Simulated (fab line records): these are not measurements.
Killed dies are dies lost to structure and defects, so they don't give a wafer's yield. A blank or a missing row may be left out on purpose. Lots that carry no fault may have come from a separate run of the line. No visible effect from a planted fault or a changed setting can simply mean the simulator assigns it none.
2 desks looking at one fault | flow gf180mcu | each desk holds nothing but its own numbers, with what lay behind them at the end

== FROM THE METROLOGY DESK ==
What the gauges read for every lot (on any tool): the sampled wafers with a number, averaged. Marked OUT: a lot whose mean sits more than 4 standard deviations from the usual mean, which makes it out of limits; the brackets give that distance.
Columns: A = cd nm at GF_STI_CD_MEAS_12, usual 219.8 nm; B = STI_OXIDATION_01_THK at GF_STI_THK_MEAS_22, usual 14.94 nm; C = STI_CVD_23_THK at GF_STI_THK_MEAS_24, usual 651 nm
lot  | first seen here | A     | B     | C
L746 | day 2 23:26     | 220.0 | 14.61 | 654
L750 | day 3 18:26     | 222.2 | 15.10 | 651
L758 | day 5 12:07     | 220.1 | 15.05 | 645
L759 | day 5 16:46     | 218.6 | 14.97 | 649
L765 | day 7 00:17     | 219.0 | 15.46 | 647
This desk's finding: nothing out of limits on any of the 5 lots.

== THE TOOL OWNER'S DESK: wet bench-01 ==
The tool's own readings at GF_STI_WET_ETCH_17 (etches Si3N4 in H3PO4, target depth 45 nm, time 514 s): means of the sampled wafers that have a number, for each lot that ran on this tool. Marked OUT: a lot whose mean sits more than 4 standard deviations from the usual mean, which makes it out of limits; the brackets give that distance.
Columns: A = bath heat duty pct at GF_STI_WET_ETCH_17, usual 26.4 %; B = run length s at GF_STI_WET_ETCH_17, usual 541.0 s
lot  | first seen here | A    | B
L750 | day 3 18:50     | 26.1 | 918.9 (+99 or more) OUT
L765 | day 7 00:38     | 32.8 | 540.2
Finding of this desk: L750 out of limits; the first was L750 at day 3 18:50, on run length s at GF_STI_WET_ETCH_17. L765: within limits.

== ALL TOGETHER ==
An alarm could have come from the tool owner's desk at day 3 18:50, on L750.
From the metrology desk's view, nothing was out of limits.
The metrology desk has L750 on record, within its limits.
GF_STI_WET_ETCH_17 was run on wet bench-01 by each of the lots named.

== WHAT THE SIMULATOR HAD INSERTED ==
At GF_STI_WET_ETCH_17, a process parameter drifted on wet bench-01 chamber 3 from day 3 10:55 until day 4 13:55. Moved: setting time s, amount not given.
Struck lots among those shown: L750.
Each desk's first reading out of limits, in hours after the fault started: the tool owner's desk, 8.
